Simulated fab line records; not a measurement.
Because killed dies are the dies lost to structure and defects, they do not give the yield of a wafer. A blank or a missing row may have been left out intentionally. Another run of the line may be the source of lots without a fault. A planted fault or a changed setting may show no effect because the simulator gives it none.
Comparing a struck lot with a sound one ; flow sky130 ; 15 out of 708 route steps
Sound: the wafers L627.1, L627.2, L627.5. Struck: wafers L616.2, L616.3, L616.4. Last of all comes the cause.
Per side, at each step with rows, come the tool, then ch with its chambers, and then its first start. Under that, the readings that differ: sound wafers ; struck wafers ; difference of the means ; sigmas: that difference in standard deviations of wafers without a fault.
alike: same words and numbers on both sides, and readings whose means sit less than 2 such deviations apart. not compared: any withheld reading, any reading some wafer has no value for, any bound like >300 that may hide the same value, and any number with overlapping values for which the record gives no deviation.
A row with sigmas, a row that says differs or no value, or rows on one side alone: a step with any of these is where the two part. Non-overlapping numbers with no deviation appear without sigmas and do not part them. Lack of a reading on every wafer of one side parts them only where that side has two or more wafers.

SKY_VIA2_CMP_02: polishes SiO2.
  sound on cmp-02 ch 0,3, day 40 05:23; struck on cmp-01 ch 1,2,3, day 38 01:38
  alike: motorCurrentA
SKY_VIA2_BOW_MEAS_03:
  sound on filmMetro-02 at day 40 05:41; struck on filmMetro-02 at day 38 01:57
  alike: VIA2_BOW
then, 8 steps without rows for these wafers: SKY_VIA2_DEHYDRATE_04 (time 60 s); SKY_VIA2_HMDS_05 (prime time 60 s); SKY_VIA2_COAT_06 (resist thk 59.31 nm); SKY_VIA2_COAT_07 (resist thk 450 nm); SKY_VIA2_SOFTBAKE_08 (time 90 s); SKY_VIA2_EXPOSE_09 (exposes mask VIM2, target cd 200 nm); SKY_VIA2_PEB_10; SKY_VIA2_DEVELOP_11 (develop time 60 s).
SKY_VIA2_CD_MEAS_12: the cd target is 200 nm.
  sound on cdSem-01 at day 41 05:43; struck on cdSem-01 at day 39 02:38
  alike: cdNm
SKY_VIA2_OVL_MEAS_13:
  sound on overlay-02 at day 41 05:50; struck on overlay-01 at day 39 02:44
  alike: VIA2_OVL
SKY_VIA2_ETCH_14: etches BARC in N2/H2, stops on SiO2, time 45.9 s, target depth 60 nm.
  sound on rieDiel-02 ch 0,2,3, day 41 05:52; struck on rieDiel-04 ch 0,2,3, day 39 02:46
reading;sound;struck;difference;sigmas
model.KrF-thick_of_VIA2_COAT_07.thkNm (nm);390.5 389.9 390.7;396.5 397.4 395.6;+6.1;
  alike: chamberPressureMTorr, drypumpMotorCurrentA, oesProductAu, throttleValvePct
  not compared: rfHoursCounterH
SKY_VIA2_ETCH_15: etches SiO2 in C4F8/O2/Ar, stops on TiN, target depth 546 nm, time 84 s.
  sound on rieDiel-02 ch 0,2,3, day 41 05:55; struck on rieDiel-04 ch 0,2,3, day 39 02:49
  alike: chamberPressureMTorr, oesProductAu
  not compared: rfHoursCounterH
-- the record jumps here: 9 days lie between the struck wafers' starts before and after (it left off in module VIA2 and takes up again in module PAD_OPEN, whose first step shown is number 708 of the route) --
SKY_PAD_OPEN_PROBE_99:
  sound on prober-02 at day 49 13:12; struck on prober-01 at day 48 02:38
  alike: defectLimitedYield, killed_at_M0_to_M3, killed_at_M4_up, killedAtContacts, killedAtFrontEnd, killedAtOther, killedDies, killedOpen, killedShort, sort_bin_3_pad_short, sort_bin_5_function, sort_bin_6_memory, sortNPass, sortYieldPct

## WHERE THEY PART
Nowhere in this record.

WHY: what the simulator had put in
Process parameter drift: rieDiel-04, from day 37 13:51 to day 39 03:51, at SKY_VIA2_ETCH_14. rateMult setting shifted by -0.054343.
